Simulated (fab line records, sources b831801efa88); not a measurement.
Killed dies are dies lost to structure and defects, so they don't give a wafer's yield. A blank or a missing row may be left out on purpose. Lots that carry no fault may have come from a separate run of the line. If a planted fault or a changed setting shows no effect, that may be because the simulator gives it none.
2 desks, one fault ; flow gf180mcu ; only its own numbers are on each desk; what lay behind them is given at the end

## DESK OF THE TOOL OWNER: implanter-03
GF_PSD_IMPLANT_09, tool's own readings: per-lot mean of the sampled wafers with a number, covering each lot this tool ran. A lot is out of limits, marked OUT, if its mean lies more than 4 standard deviations from the usual mean; the brackets give that distance.
Columns: A = beam energy keV at GF_PSD_IMPLANT_09, usual 40.001
lot;first seen here;A
L414;day 17 00:37;40.010
L417;day 18 16:05;40.007
L421;day 20 07:57;32.321 (-99 or more) OUT
L424;day 20 23:18;32.321 (-99 or more) OUT
This desk finds L421, L424 out of limits, L421 being first, at day 20 07:57 (beam energy keV at GF_PSD_IMPLANT_09). L414, L417: within limits.

## FROM THE METROLOGY DESK
Means of the sampled wafers that have a number, per lot and without regard to the tool the lot ran on: this is what the gauges read. A lot is out of limits, marked OUT, if its mean lies more than 4 standard deviations from the usual mean; the brackets give that distance.
Columns: A = PSD_TW at GF_PSD_TW_MEAS_11, usual 3177; B = PSD_RS at GF_PSD_RS_MEAS_15, usual 108.7 ohm/sq; C = SALICIDE_TIN_THK at GF_SALICIDE_THK_MEAS_05, usual 19.85 nm; D = CONTACT_BOW at GF_CONTACT_BOW_MEAS_05, usual 66 um; E = cd nm at GF_CONTACT_CD_MEAS_14, usual 220.1 nm
lot;first seen here;A;B;C;D;E
L407;day 14 01:59;3172;108.4;19.53;73;219.3
L411;day 15 10:58;3192;109.1;20.09;70;220.1
L412;day 16 01:56;3183;108.6;19.92;68;218.7
L414;day 17 00:52;3174;108.5;19.76;66;219.1
L415;day 17 17:26;3189;108.4;19.99;59;222.9
L417;day 18 16:18;3174;108.4;19.79;65;218.6
L418;day 18 23:08;3198;108.4;19.99;61;218.0
L421;day 20 08:11;3021 (-7.1) OUT;119.8 (+37) OUT;19.70;72;220.2
L424;day 20 23:32;2969 (-9.5) OUT;120.2 (+38) OUT;19.78;54;219.2
L423;day 21 01:47;3197;108.5;19.87;64;221.8
L426;day 21 14:47;3142;108.8;19.56;64;219.5
Per this desk, out of limits: L421, L424; the first was L421, day 20 08:11 (PSD_TW at GF_PSD_TW_MEAS_11). L407, L411, L412, L414, L415, L417, L418, L423, L426: within limits.

## ALL TOGETHER
The tool owner's desk could have raised an alarm at day 20 07:57, on L421, L424.
On L421, L424, the metrology desk was in a position to raise an alarm at day 20 08:11.
All the named lots went through GF_PSD_IMPLANT_09 on implanter-03.

## WHAT THE SIMULATOR HAD INSERTED
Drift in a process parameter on implanter-03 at GF_PSD_IMPLANT_09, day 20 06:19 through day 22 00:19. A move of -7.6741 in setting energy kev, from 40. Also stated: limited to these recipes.
Lots struck among those shown: L421, L424.
Time in hours from fault onset to the first out-of-limits reading at each desk: tool owner's desk 2, metrology desk 2.
